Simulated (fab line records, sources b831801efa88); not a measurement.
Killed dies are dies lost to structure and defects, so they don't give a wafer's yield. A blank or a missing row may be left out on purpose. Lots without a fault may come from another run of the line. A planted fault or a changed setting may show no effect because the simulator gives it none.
Which tool did it? | flow gf180mcu | 12 lots, 36 wafers sampled, at 5 steps of a route of 602

WHAT THE GAUGES READ, wafer by wafer
GF_CONTACT_BOW_MEAS_05.
lot  | measured     | on            | CONTACT_BOW (um)
L546 | day 15 07:47 | film_metro-03 | 67 83 63
L547 | day 15 14:15 | film_metro-04 | 63 62 72
L548 | day 16 08:55 | film_metro-04 | 80 69 59
L549 | day 16 16:19 | film_metro-02 | 68 64 63
L550 | day 17 02:05 | film_metro-03 | 66 59 74
L551 | day 17 07:17 | film_metro-02 | 65 66 72
L561 | day 21 04:53 | film_metro-04 | 80 74 62
L563 | day 22 00:50 | film_metro-02 | 65 66 54
L564 | day 22 02:22 | film_metro-04 | 64 70 76
L565 | day 22 11:20 | film_metro-04 | 70 69 65
L566 | day 22 17:50 | film_metro-02 | 64 69 65
L568 | day 23 07:52 | film_metro-02 | 77 67 53

GF_CONTACT_OVL_MEAS_15.
lot  | measured     | on         | CONTACT_OVL (nm)
L546 | day 16 05:02 | overlay-02 | 1 -3 2
L547 | day 16 12:29 | overlay-01 | -2 0 -11
L548 | day 17 08:17 | overlay-02 | 6 3 8
L549 | day 17 16:02 | overlay-02 | 0 -7 -3
L550 | day 18 01:42 | overlay-01 | -5 -10 -1
L551 | day 18 07:14 | overlay-02 | 15 0 2
L561 | day 22 05:14 | overlay-01 | 0 2 0
L563 | day 23 00:26 | overlay-01 | -2 1 -2
L564 | day 23 01:27 | overlay-01 | -2 1 4
L565 | day 23 10:30 | overlay-02 | 15 14 11
L566 | day 23 17:47 | overlay-02 | -3 -2 4
L568 | day 24 06:38 | overlay-02 | -2 -1 -5

GF_V1_THK_MEAS_01.
lot  | measured     | on            | V1_CVD_00_THK (nm)
L546 | day 17 05:46 | film_metro-01 | 603 594 609
L547 | day 17 14:05 | film_metro-01 | 600 596 602
L548 | day 18 10:21 | film_metro-01 | 603 599 605
L549 | day 18 17:34 | film_metro-02 | 602 613 605
L550 | day 19 04:32 | film_metro-03 | 1183 1178 1207
L551 | day 19 10:21 | film_metro-01 | 1181 1193 1189
L561 | day 23 06:39 | film_metro-03 | 603 602 607
L563 | day 24 00:51 | film_metro-01 | 586 596 591
L564 | day 24 02:40 | film_metro-01 | 596 597 588
L565 | day 24 11:49 | film_metro-01 | 608 606 600
L566 | day 24 18:12 | film_metro-03 | 609 601 613
L568 | day 25 07:24 | film_metro-01 | 594 593 593

GF_V1_BOW_MEAS_05.
lot  | measured     | on            | V1_BOW (um)
L546 | day 17 06:16 | film_metro-03 | 74 91 71
L547 | day 17 14:35 | film_metro-01 | 80 81 92
L548 | day 18 10:50 | film_metro-01 | 96 86 77
L549 | day 18 18:12 | film_metro-03 | 76 74 71
L550 | day 19 05:01 | film_metro-03 | 113 107 121
L551 | day 19 10:52 | film_metro-01 | 102 102 111
L561 | day 23 07:09 | film_metro-01 | 95 91 77
L563 | day 24 01:21 | film_metro-02 | 79 81 68
L564 | day 24 03:09 | film_metro-01 | 74 81 86
L565 | day 24 12:21 | film_metro-03 | 85 85 79
L566 | day 24 18:41 | film_metro-01 | 75 79 76
L568 | day 25 07:53 | film_metro-03 | 94 85 69

WHICH TOOL RAN EACH LOT (tool, then ch and the chambers of the sampled wafers, then the start)
lot  | GF_V1_CVD_00
L546 | hdpcvd-01 ch 0,2, day 17 05:40
L547 | hdpcvd-01 ch 0,2, day 17 13:59
L548 | hdpcvd-01 ch 0,1, day 18 10:16
L549 | hdpcvd-01 ch 0,1,2, day 18 17:29
L550 | hdpcvd-02 ch 0,1,2, day 19 04:13
L551 | hdpcvd-02 ch 0,1, day 19 10:01
L561 | hdpcvd-01 ch 1,2, day 23 06:34
L563 | hdpcvd-02 ch 0,2, day 24 00:46
L564 | hdpcvd-02 ch 0,1,2, day 24 02:35
L565 | hdpcvd-01 ch 1,2, day 24 11:45
L566 | hdpcvd-01 ch 1,2, day 24 18:08
L568 | hdpcvd-02 ch 0,1,2, day 25 07:20
- GF_V1_CVD_00: deposits SiO2, target thk 600 nm, time 100 s.

WHAT THE TOOLS THEMSELVES READ (means of the sampled wafers that have a number; where no wafer has one, the mark that the record gives instead)
The record holds no such reading with a usual standard deviation.

THE ANSWER, worked out from the rows above alone
Rule: what is usual is taken from the lots themselves. Put in order of their means at a reading, lots are off if they are a third of the lots or fewer, leave a main group of 4 or more, and stand apart from it by a gap of 3 or more times the standard deviation of the main group's means; of several such gaps the widest counts. A main group whose means are all the same, to the digits that the tables above print for the reading, isn't used. A lot without any number at a reading at which 4 lots or more have one is off too. The other lots that the step has rows for count as sound. The gauges are gone through in route order, then the tools' own readings, and for those a lot's mean is taken as printed above. The first step at which some lot is off is used, and at that step the reading that is off furthest; a lot without a number counts as furthest.
Off: L550, L551, at GF_V1_THK_MEAS_01 (V1_CVD_00_THK). The main group: mean 600 nm, standard deviation 5.6.
A tool fits if, at a process step before that reading, it ran every lot that is off, and no sound lot after the first of them. The gauges at GF_V1_THK_MEAS_01 are tried like those tools. None of those tried fits.

WHAT THE SIMULATOR HAD PUT IN
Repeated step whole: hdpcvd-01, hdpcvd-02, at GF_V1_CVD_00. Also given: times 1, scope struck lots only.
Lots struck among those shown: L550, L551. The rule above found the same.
